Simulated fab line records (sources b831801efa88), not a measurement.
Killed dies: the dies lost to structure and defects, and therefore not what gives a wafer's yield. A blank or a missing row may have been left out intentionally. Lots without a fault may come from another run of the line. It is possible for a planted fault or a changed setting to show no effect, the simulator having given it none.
fab line records | flow sky130
[record] lots = 5 wafers = 27
route steps=708 shown FIELD_ISO@2 SONOS_ONO@172 POLY_GATE@226 LOCAL_INTERCONNECT@401 METAL1@438
startH: hours from the record's opening day to when the first of the lot's shown wafers began | waitH: hours from the lot's prior step to this one | " repeats the value in the row above | L1.1+2: a single row standing in for several wafers | - either no value or no given start | * or withheld: withheld | < > ~ a bound
route shown NAME@n: a module of which the file shows steps, and the number in the route of the first | usual: mean/standard deviation of fault-free wafers | same: alike in all rows | chamber/n: place in a boat | sites: readings site by site | _std_site: their standard deviation | _edge_site: outer sites' mean less inner sites' | radiusMm: how far each site lies from the wafer's centre | mask NAME#n: copy n | behind: the most recent tool/chamber to have shaped the wafer | hold: the reason the lot was held/the length of the hold in hours/how it ended | device: which transistor (n, p or np) failed to switch | end of line: the tests these same wafers got at the end of their route | for a step that has no rows: nothing shown but its recipe | killed: the dies lost at the first sort to structure and to defects; this is not the yield of the wafer | map: a wafer's dies, marking killed ones x, the rest . and places with no die _
set.NAME: the setting that was run; set.NAME@STEP: the one run at that earlier step | model.NAME: the simulator's own value behind a step, which no gauge read
lots with deliberately changed settings; one table per step, one row per wafer
[[steps]]
[step SKY_FIELD_ISO_OXIDATION_01]
[recipe] tempC = 900 ambient = O2 stabiliseS = 600 purgeS = 300 targetThkA = 120 oxTimeS = 1843
// columns lot.wafer tool chamber startH waitH set.oxTimeS model.SiO2_of_FIELD_ISO_OXIDATION_01.thkNm
L076.1 - - - 0.3 918.3 7.355
L076.2 " - " " 918.3 7.07
L076.3 " - " " 918.3 7.067
L076.4 " - " " 918.3 7.303
L076.5 " - " " 918.3 7.202
L076.6 " - " " 918.3 7.455
L078.2 furnace-01 0 30.16 0.1 1843 12.12
L078.3 " 0 " " 1843 12.1
L078.4 " 0 " " 1843 11.83
L080.1 - - - 0.6 1279 9.466
L080.2 " - " " 1279 9.431
L080.3 " - " " 1279 9.531
L080.4 " - " " 1279 9.425
L080.5 " - " " 1279 9.57
L080.6 " - " " 1279 9.486
L082.1 - - - 0.7 1035 7.931
L082.2 " - " " 1035 7.838
L082.3 " - " " 1035 7.737
L082.4 " - " " 1035 7.69
L082.5 " - " " 1035 7.785
L082.6 " - " " 1035 7.949
L085.1 - - - 0.2 1153 8.342
L085.2 " - " " 1153 8.358
L085.3 " - " " 1153 8.425
L085.4 " - " " 1153 8.67
L085.5 " - " " 1153 8.355
L085.6 " - " " 1153 8.401
[step SKY_FIELD_ISO_THK_MEAS_02]
[recipe] reads = SiO2_of_FIELD_ISO_OXIDATION_01
[usual] FIELD_ISO_OXIDATION_00_THK = 11.93/0.22
// columns lot.wafer tool chamber startH waitH set.oxTimeS@FIELD_ISO_OXIDATION_01 FIELD_ISO_OXIDATION_00_THK[nm]
L076.1 filmMetro-03 - - - 918.3 7.40
L076.2 " - " " 918.3 7.08
L076.3 " - " " 918.3 7.00
L076.4 " - " " 918.3 7.33
L076.5 " - " " 918.3 7.22
L076.6 " - " " 918.3 7.46
L078.2 filmMetro-02 - 31.68 0.0 1843 12.13
L078.3 " - " " 1843 12.14
L078.4 " - " " 1843 11.83
L080.1 filmMetro-02 - - - 1279 9.45
L080.2 " - " " 1279 9.41
L080.3 " - " " 1279 9.48
L080.4 " - " " 1279 9.40
L080.5 " - " " 1279 9.54
L080.6 " - " " 1279 9.45
L082.1 filmMetro-01 - - - 1035 7.89
L082.2 " - " " 1035 7.86
L082.3 " - " " 1035 7.67
L082.4 " - " " 1035 7.65
L082.5 " - " " 1035 7.80
L082.6 " - " " 1035 7.95
L085.1 filmMetro-03 - - - 1153 8.34
L085.2 " - " " 1153 8.42
L085.3 " - " " 1153 8.46
L085.4 " - " " 1153 8.65
L085.5 " - " " 1153 8.33
L085.6 " - " " 1153 8.40
[step SKY_FIELD_ISO_OXIDATION_22]
[recipe] tempC = 950 ambient = O2 stabiliseS = 600 purgeS = 300 targetThkA = 100 oxTimeS = 623
// columns lot.wafer tool chamber startH waitH set.oxTimeS model.SiO2_of_FIELD_ISO_OXIDATION_22.thkNm
L076.1+2+5 - - - 1.2 623 10.19
L076.3 " - " " 623 10.13
L076.4 " - " " 623 10.23
L076.6 " - " " 623 10.08
L078.2 furnace-02 0 49.55 0.0 623 9.876
L078.3 " 0 " " 623 9.934
L078.4 " 0 " " 623 9.797
L080.1 - - - 0.0 918.6 13
L080.2+5 " - " " 918.6 13.02
L080.3 " - " " 918.6 13.13
L080.4 " - " " 918.6 12.97
L080.6 " - " " 918.6 13.06
L082.1 - - - 4.2 994.1 13.41
L082.2 " - " " 994.1 13.64
L082.3 " - " " 994.1 13.57
L082.4 " - " " 994.1 13.81
L082.5 " - " " 994.1 13.72
L082.6 " - " " 994.1 13.46
L085.1 - - - 1.9 917.4 13.07
L085.2 " - " " 917.4 13.09
L085.3 " - " " 917.4 13.13
L085.4 " - " " 917.4 13.15
L085.5 " - " " 917.4 12.97
L085.6 " - " " 917.4 13.17
[step SKY_FIELD_ISO_THK_MEAS_23]
[recipe] reads = SiO2_of_FIELD_ISO_OXIDATION_22
[usual] FIELD_ISO_OXIDATION_01_THK = 10.00/0.18
// columns lot.wafer tool chamber startH waitH set.oxTimeS@FIELD_ISO_OXIDATION_22 FIELD_ISO_OXIDATION_01_THK[nm]
L076.1 filmMetro-01 - - - 623 10.17
L076.2 " - " " 623 10.21
L076.3 " - " " 623 10.13
L076.4 " - " " 623 10.22
L076.5 " - " " 623 10.21
L076.6 " - " " 623 10.07
L078.2 filmMetro-01 - 50.73 0.0 623 9.89
L078.3 " - " " 623 9.95
L078.4 " - " " 623 9.79
L080.1 filmMetro-01 - - - 918.6 12.97
L080.2 " - " " 918.6 12.99
L080.3 " - " " 918.6 13.20
L080.4 " - " " 918.6 12.96
L080.5 " - " " 918.6 13.03
L080.6 " - " " 918.6 13.06
L082.1 filmMetro-02 - - - 994.1 13.38
L082.2 " - " " 994.1 13.65
L082.3 " - " " 994.1 13.56
L082.4 " - " " 994.1 13.80
L082.5 " - " " 994.1 13.70
L082.6 " - " " 994.1 13.45
L085.1 filmMetro-03 - - - 917.4 13.05
L085.2 " - " " 917.4 13.12
L085.3 " - " " 917.4 13.17
L085.4 " - " " 917.4 13.21
L085.5 " - " " 917.4 12.93
L085.6 " - " " 917.4 13.16
[step SKY_SONOS_ONO_CVD_04]
[recipe] material = SiO2 precursor = SiH4/N2O targetThkNm = 5.7199 tempC = 900 pressureMtorr = 400
// columns lot.wafer tool chamber startH waitH set.timeS model.SiO2_of_SONOS_ONO_CVD_04.thkNm
L076.1 - - - 1.2 900 5.801
L076.2 " - " " 900 5.852
L076.3 " - " " 900 5.901
L076.4 " - " " 900 5.878
L076.5 " - " " 900 5.97
L076.6 " - " " 900 5.902
L078.2 lpcvd-03 1 289.62 1.2 900 5.763
L078.3 " 1 " " 900 5.904
L078.4 " 1 " " 900 5.859
L080.1 - - - 0.1 1199 7.496
L080.2 " - " " 1199 7.504
L080.3 " - " " 1199 7.558
L080.4 " - " " 1199 7.573
L080.5 " - " " 1199 7.59
L080.6 " - " " 1199 7.506
L082.1 - - - 0.1 1129 7.279
L082.2 " - " " 1129 7.161
L082.3 " - " " 1129 7.273
L082.4 " - " " 1129 7.21
L082.5 " - " " 1129 7.211
L082.6 " - " " 1129 7.233
L085.1 - - - 0.1 725.6 4.766
L085.2 " - " " 725.6 4.68
L085.3 " - " " 725.6 4.761
L085.4 " - " " 725.6 4.681
L085.5 " - " " 725.6 4.788
L085.6 " - " " 725.6 4.728
[step SKY_SONOS_ONO_THK_MEAS_05]
[recipe] reads = SiO2_of_SONOS_ONO_CVD_04
[usual] SONOS_ONO_CVD_04_THK = 5.80/0.098
// columns lot.wafer tool chamber startH waitH set.timeS@SONOS_ONO_CVD_04 SONOS_ONO_CVD_04_THK[nm]
L076.1 filmMetro-02 - - - 900 5.76
L076.2 " - " " 900 5.87
L076.3 " - " " 900 5.92
L076.4 " - " " 900 5.90
L076.5 " - " " 900 5.98
L076.6 " - " " 900 5.89
L078.2 filmMetro-01 - 290.88 0.0 900 5.77
L078.3 " - " " 900 5.92
L078.4 " - " " 900 5.83
L080.1 filmMetro-02 - - - 1199 7.49
L080.2 " - " " 1199 7.47
L080.3 " - " " 1199 7.58
L080.4 " - " " 1199 7.56
L080.5 " - " " 1199 7.55
L080.6 " - " " 1199 7.48
L082.1 filmMetro-01 - - - 1129 7.29
L082.2 " - " " 1129 7.16
L082.3 " - " " 1129 7.33
L082.4 " - " " 1129 7.24
L082.5 " - " " 1129 7.23
L082.6 " - " " 1129 7.24
L085.1 filmMetro-01 - - - 725.6 4.77
L085.2 " - " " 725.6 4.66
L085.3 " - " " 725.6 4.75
L085.4 " - " " 725.6 4.58
L085.5 " - " " 725.6 4.81
L085.6 " - " " 725.6 4.76
[step SKY_POLY_GATE_DEVELOP_12]
[recipe] developTimeS = 60 resist = KrF-thick devTempC = 21
// columns lot.wafer tool chamber startH waitH set.developTimeS
L078.2+3+4 lithoTrack-01 0 - - 60
L076.1+3+4 lithoTrack-02 0 - - 60
L076.2+5+6 " 0 " " 37.29
L080.1+2+3+4+5+6 lithoTrack-02 0 - - 60
L082.1+2+3+4+5+6 lithoTrack-03 0 - - 60
L085.1+2+4 lithoTrack-03 0 - - 60
L085.3+5+6 " 0 " " 39.06
[step SKY_POLY_GATE_CD_MEAS_13]
[recipe] targetCdNm = 150
[usual] cdNm = 150.6/1.4
// columns lot.wafer tool chamber startH waitH set.developTimeS@POLY_GATE_DEVELOP_12 cdNm
L078.2 cdSem-02 - 407.50 - 60 149.8
L078.3 " - " " 60 151.2
L078.4 " - " " 60 150.0
L076.1 cdSem-01 - 407.51 - 60 152.1
L076.2 " - " " 37.29 159.4
L076.3 " - " " 60 149.8
L076.4 " - " " 60 150.5
L076.5 " - " " 37.29 159.9
L076.6 " - " " 37.29 159.3
L080.1 cdSem-02 - 421.11 - 60 149.1
L080.2 " - " " 60 150.8
L080.3 " - " " 60 150.2
L080.4 " - " " 60 148.7
L080.5 " - " " 60 149.2
L080.6 " - " " 60 149.3
L082.1 cdSem-02 - 435.09 - 60 150.4
L082.2 " - " " 60 150.3
L082.3 " - " " 60 149.5
L082.4 " - " " 60 149.6
L082.5 " - " " 60 148.5
L082.6 " - " " 60 149.3
L085.1 cdSem-02 - 466.44 - 60 148.8
L085.2 " - " " 60 150.3
L085.3 " - " " 39.06 157.0
L085.4 " - " " 60 149.8
L085.5 " - " " 39.06 157.0
L085.6 " - " " 39.06 156.5
[step SKY_POLY_GATE_ETCH_15]
[recipe] chemistry = N2/H2 target = BARC ionEnergyEv = 200 sourceW = 500 biasW = 100 pressureMtorr = 30 n2FlowSccm = 100 h2FlowSccm = 200 stopOn = SiO2 timeS = 118.5 targetDepthA = 1100
// columns lot.wafer tool chamber startH waitH set.developTimeS@POLY_GATE_DEVELOP_12 model.POLY_GATE.cdNm
L078.2 rieDiel-03 1 407.63 0.0 60 149.6
L078.3 " 2 " " 60 149.5
L078.4 " 0 " " 60 148.5
L076.1 rieDiel-02 1 407.67 0.0 60 154.5
L076.2 " 0 " " 37.29 161.3
L076.3 " 3 " " 60 149.1
L076.4 " 2 " " 60 147.7
L076.5 " 0 " " 37.29 161.2
L076.6 " 3 " " 37.29 159
L080.1+2 rieDiel-03 2,0 421.27 0.0 60 149.2
L080.3 " 1 " " 60 152
L080.4 " 1 " " 60 149.4
L080.5 " 2 " " 60 149.9
L080.6 " 0 " " 60 148.2
L082.1 rieDiel-04 3 435.24 0.0 60 153.8
L082.2 " 1 " " 60 153
L082.3 " 2 " " 60 152.6
L082.4 " 0 " " 60 152.4
L082.5 " 0 " " 60 152.5
L082.6 " 1 " " 60 152
L085.1 rieDiel-03 3 466.59 0.0 60 148.3
L085.2 " 1 " " 60 151.5
L085.3 " 0 " " 39.06 157.6
L085.4 " 2 " " 60 150.5
L085.5 " 1 " " 39.06 157.8
L085.6 " 2 " " 39.06 157
[step SKY_POLY_GATE_ETCH_16]
[recipe] stopOn = poly-Si chemistry = CH3F/O2 target = Si3N4 sourceW = 400 biasW = 80 pressureMtorr = 25 ch3fFlowSccm = 40 O2_flow_sccm = 30 timeS = 147.5 targetDepthA = 750
[step SKY_POLY_GATE_ETCH_17]
[recipe] targetDepthNm = 180 stopOn = SiO2 overEtchFrac = 0.56667 chemistry = HBr/Cl2 target = poly-Si icpW = 400 biasW = 100 pressureMtorr = 10 HBr_flow_sccm = 150 Cl2_flow_sccm = 50 timeS = 70.5
[step SKY_POLY_GATE_OXIDATION_20]
[recipe] tempC = 850 ambient = O2 stabiliseS = 600 purgeS = 300 targetThkA = 40 oxTimeS = 899
[step SKY_POLY_GATE_CD_MEAS_22]
[usual] cdNm = 152/3.5
// columns lot.wafer tool chamber startH waitH set.developTimeS@POLY_GATE_DEVELOP_12 cdNm
L078.2 cdSem-02 - 411.93 0.2 60 149
L078.3 " - " " 60 149
L078.4 " - " " 60 150
L076.1 cdSem-01 - 412.02 0.3 60 154
L076.2 " - " " 37.29 161
L076.3 " - " " 60 152
L076.4 " - " " 60 148
L076.5 " - " " 37.29 163
L076.6 " - " " 37.29 161
L080.1 cdSem-02 - 425.52 0.1 60 149
L080.2 " - " " 60 151
L080.3 " - " " 60 152
L080.4 " - " " 60 148
L080.5 " - " " 60 150
L080.6 " - " " 60 149
L082.1 cdSem-02 - 437.16 0.1 60 155
L082.2 " - " " 60 155
L082.3 " - " " 60 151
L082.4 " - " " 60 152
L082.5 " - " " 60 155
L082.6 " - " " 60 152
L085.1 cdSem-02 - 468.33 0.1 60 146
L085.2 " - " " 60 150
L085.3 " - " " 39.06 156
L085.4 " - " " 60 151
L085.5 " - " " 39.06 156
L085.6 " - " " 39.06 155
[step SKY_LOCAL_INTERCONNECT_METAL_ETCH_14]
[recipe] targetDepthNm = 110 stopOn = PSG chemistry = Cl2/BCl3 target = TiN resistSidewallDeg = 88 pressureMtorr = 10 icpW = 900 biasW = 48.5 Cl2_flow_sccm = 60 bcl3FlowSccm = 30 timeS = 31.4
[usual] oesProductAu = 0.917/0.0076
// columns lot.wafer tool chamber startH waitH set.timeS oesProductAu model.LOCAL_INTERCONNECT.featureDepthNm model.KrF-thick_of_LOCAL_INTERCONNECT_COAT_06.thkNm
L078.2 rieMetal-01 1 742.30 0.0 31.4 0.907 94.74 346.4
L078.3 " 1 " " 31.4 0.906 94.46 347.9
L078.4 " 0 " " 31.4 0.904 93.64 345.1
L076.1 rieMetal-04 1 742.41 0.1 31.4 0.929 96.49 350.1
L076.2 " 1 " " 21 0.997 73.31 363.7
L076.3 " 1 " " 21 0.996 73.53 362.3
L076.4 " 1 " " 31.4 0.919 96.19 350.2
L076.5 " 1 " " 21 0.994 73.3 363.7
L076.6 " 1 " " 31.4 0.927 97.03 349
L080.1 rieMetal-01 1 752.70 0.0 37.08 0.878 101.8 339.7
L080.2 " 0 " " 37.08 0.874 99.51 337.6
L080.3 " 0 " " 31.4 0.916 95.71 345.9
L080.4 " 1 " " 31.4 0.927 96.87 348.9
L080.5 " 0 " " 37.08 0.882 100.8 338.4
L080.6 " 1 " " 31.4 0.921 96.96 349.7
L082.1 rieMetal-04 1 764.10 0.0 20.06 1.007 70.79 365
L082.2 " 0 " " 31.4 0.908 95.1 352.2
L082.3 " 1 " " 31.4 0.923 97.54 348.3
L082.4 " 0 " " 20.06 0.974 67.8 366.2
L082.5 " 1 " " 31.4 0.930 97.71 346.5
L082.6 " 0 " " 20.06 0.983 67.54 367.2
L085.1 rieMetal-04 0 787.50 0.0 31.4 0.910 94.92 348.1
L085.2 " 1 " " 31.4 0.909 96.66 345.7
L085.3 " 0 " " 23.02 1.000 80.16 360.4
L085.4 " 1 " " 23.02 1.008 82.19 357.1
L085.5 " 1 " " 23.02 1.011 82.24 357.9
L085.6 " 0 " " 31.4 0.920 96.26 347.9
[step SKY_LOCAL_INTERCONNECT_STRIP_15]
[recipe] chemistry = O2/N2 powerW = 1400 pressureMtorr = 1500 platenTempC = withheld o2FlowSccm = 3000 n2FlowSccm = 300 overashFraction = 0.5
[usual] stripTimeToEndpointS = 4.718/0.022
// columns lot.wafer tool chamber startH waitH set.timeS@LOCAL_INTERCONNECT_METAL_ETCH_14 stripTimeToEndpointS
L078.2 plasmaAsher-03 1 742.35 0.0 31.4 4.708
L078.3 " 1 " " 31.4 4.707
L078.4 " 0 " " 31.4 4.687
L076.1 plasmaAsher-02 0 742.51 0.1 31.4 4.734
L076.2 " 1 " " 21 4.871
L076.3 " 0 " " 21 4.866
L076.4 " 1 " " 31.4 4.736
L076.5 " 1 " " 21 4.873
L076.6 " 0 " " 31.4 4.727
L080.1 plasmaAsher-01 1 752.75 0.0 37.08 4.631
L080.2 " 0 " " 37.08 4.601
L080.3 " 0 " " 31.4 4.683
L080.4 " 1 " " 31.4 4.724
L080.5 " 1 " " 37.08 4.614
L080.6 " 0 " " 31.4 4.724
L082.1 plasmaAsher-01 0 764.15 0.0 20.06 4.901
L082.2 " 1 " " 31.4 4.748
L082.3 " 0 " " 31.4 4.725
L082.4 " 1 " " 20.06 4.908
L082.5 " 0 " " 31.4 4.702
L082.6 " 1 " " 20.06 4.920
L085.1 plasmaAsher-01 1 787.55 0.0 31.4 4.708
L085.2 " 0 " " 31.4 4.678
L085.3 " 1 " " 23.02 4.831
L085.4 " 0 " " 23.02 4.797
L085.5 " 0 " " 23.02 4.811
L085.6 " 1 " " 31.4 4.695
[step SKY_METAL1_SPUTTER_04]
[recipe] material = TiN targetThkNm = 70 powerW = 6500 timeS = 58.3 chamberPressurePa = 0.4
// columns lot.wafer tool chamber startH waitH set.timeS model.TiN_of_METAL1_SPUTTER_04.thkNm
L078.2 pvdSputter-03 - 772.27 0.0 58.3 71.5
L078.3 " - " " 58.3 70.78
L078.4 " - " " 58.3 72.22
L076.1 pvdSputter-04 - 772.61 0.0 29.65 34.27
L076.2 " - " " 58.3 70.2
L076.3 " - " " 58.3 69
L076.4 " - " " 58.3 71.3
L076.5 " - " " 29.65 35.97
L076.6 " - " " 29.65 35.41
L080.1 pvdSputter-04 - 782.40 0.0 29.24 36.33
L080.2 " - " " 29.24 35.11
L080.3 " - " " 58.3 70.53
L080.4 " - " " 29.24 34.71
L080.5 " - " " 58.3 69.92
L080.6 " - " " 58.3 69.88
L082.1 pvdSputter-04 - 794.21 0.0 58.3 71.39
L082.2 " - " " 58.3 71
L082.3 " - " " 58.3 69.28
L082.4 " - " " 58.3 70.19
L082.5 " - " " 58.3 70.14
L082.6 " - " " 58.3 71.18
L085.1 pvdSputter-04 - 815.44 0.0 81.81 97.97
L085.2 " - " " 81.81 99.12
L085.3 " - " " 81.81 97.23
L085.4 " - " " 58.3 71.26
L085.5 " - " " 58.3 71.1
L085.6 " - " " 58.3 69.69
[step SKY_METAL1_THK_MEAS_06]
[recipe] thkMeasGauge = xrf reads = AlCu_of_METAL1_SPUTTER_02
[usual] METAL1_ALCU_THK = 250/3.7
// columns lot.wafer tool chamber startH waitH set.timeS@METAL1_SPUTTER_04 METAL1_ALCU_THK[nm]
L078.2 filmMetro-02 - 772.45 0.1 58.3 251
L078.3 " - " " 58.3 250
L078.4 " - " " 58.3 250
L076.1 filmMetro-02 - 772.78 0.1 29.65 265
L076.2 " - " " 58.3 246
L076.3 " - " " 58.3 249
L076.4 " - " " 58.3 245
L076.5 " - " " 29.65 264
L076.6 " - " " 29.65 265
L080.1 filmMetro-02 - 782.57 0.1 29.24 267
L080.2 " - " " 29.24 269
L080.3 " - " " 58.3 251
L080.4 " - " " 29.24 269
L080.5 " - " " 58.3 253
L080.6 " - " " 58.3 246
L082.1 filmMetro-02 - 794.38 0.1 58.3 247
L082.2 " - " " 58.3 250
L082.3 " - " " 58.3 252
L082.4 " - " " 58.3 245
L082.5 " - " " 58.3 246
L082.6 " - " " 58.3 247
L085.1 filmMetro-01 - 815.61 0.1 81.81 239
L085.2 " - " " 81.81 243
L085.3 " - " " 81.81 238
L085.4 " - " " 58.3 252
L085.5 " - " " 58.3 249
L085.6 " - " " 58.3 252
[[key]]
[split] step = SKY_FIELD_ISO_OXIDATION_01 setting = oxTimeS stated = 1843 by = lot
[response] step = SKY_FIELD_ISO_OXIDATION_01 reading = model.SiO2_of_FIELD_ISO_OXIDATION_01.thkNm change = +0.0976 per = 1% r = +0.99
[response] step = SKY_FIELD_ISO_THK_MEAS_02 reading = FIELD_ISO_OXIDATION_00_THK change = +0.0978 per = 1% r = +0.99
[split] step = SKY_FIELD_ISO_OXIDATION_22 setting = oxTimeS stated = 623 by = lot
[response] step = SKY_FIELD_ISO_OXIDATION_22 reading = model.SiO2_of_FIELD_ISO_OXIDATION_22.thkNm change = +0.0611 per = 1% r = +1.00
[response] step = SKY_FIELD_ISO_THK_MEAS_23 reading = FIELD_ISO_OXIDATION_01_THK change = +0.061 per = 1% r = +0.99
[split] step = SKY_SONOS_ONO_CVD_04 setting = timeS stated = 900 by = lot
[response] step = SKY_SONOS_ONO_CVD_04 reading = model.SiO2_of_SONOS_ONO_CVD_04.thkNm change = +0.0535 per = 1% r = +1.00
[response] step = SKY_SONOS_ONO_THK_MEAS_05 reading = SONOS_ONO_CVD_04_THK change = +0.0537 per = 1% r = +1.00
[split] step = SKY_POLY_GATE_DEVELOP_12 setting = developTimeS stated = 60 by = wafer
[response] step = SKY_POLY_GATE_CD_MEAS_13 reading = cdNm change = -0.219 per = 1% r = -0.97
[response] step = SKY_POLY_GATE_ETCH_15 reading = model.POLY_GATE.cdNm change = -0.241 per = 1% r = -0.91
[response] step = SKY_POLY_GATE_CD_MEAS_22 reading = cdNm change = -0.241 per = 1% r = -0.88
[split] step = SKY_LOCAL_INTERCONNECT_METAL_ETCH_14 setting = timeS stated = 31.4 by = wafer
[response] step = SKY_LOCAL_INTERCONNECT_METAL_ETCH_14 reading = oesProductAu change = -0.00234 per = 1% r = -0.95
[response] step = SKY_LOCAL_INTERCONNECT_METAL_ETCH_14 reading = model.LOCAL_INTERCONNECT.featureDepthNm change = +0.652 per = 1% r = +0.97
[response] step = SKY_LOCAL_INTERCONNECT_METAL_ETCH_14 reading = model.KrF-thick_of_LOCAL_INTERCONNECT_COAT_06.thkNm change = -0.446 per = 1% r = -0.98
[response] step = SKY_LOCAL_INTERCONNECT_STRIP_15 reading = stripTimeToEndpointS change = * per = 1% r = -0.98
[split] step = SKY_METAL1_SPUTTER_04 setting = timeS stated = 58.3 by = wafer
[response] step = SKY_METAL1_SPUTTER_04 reading = model.TiN_of_METAL1_SPUTTER_04.thkNm change = +0.698 per = 1% r = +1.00
[response] step = SKY_METAL1_THK_MEAS_06 reading = METAL1_ALCU_THK change = -0.343 per = 1% r = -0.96
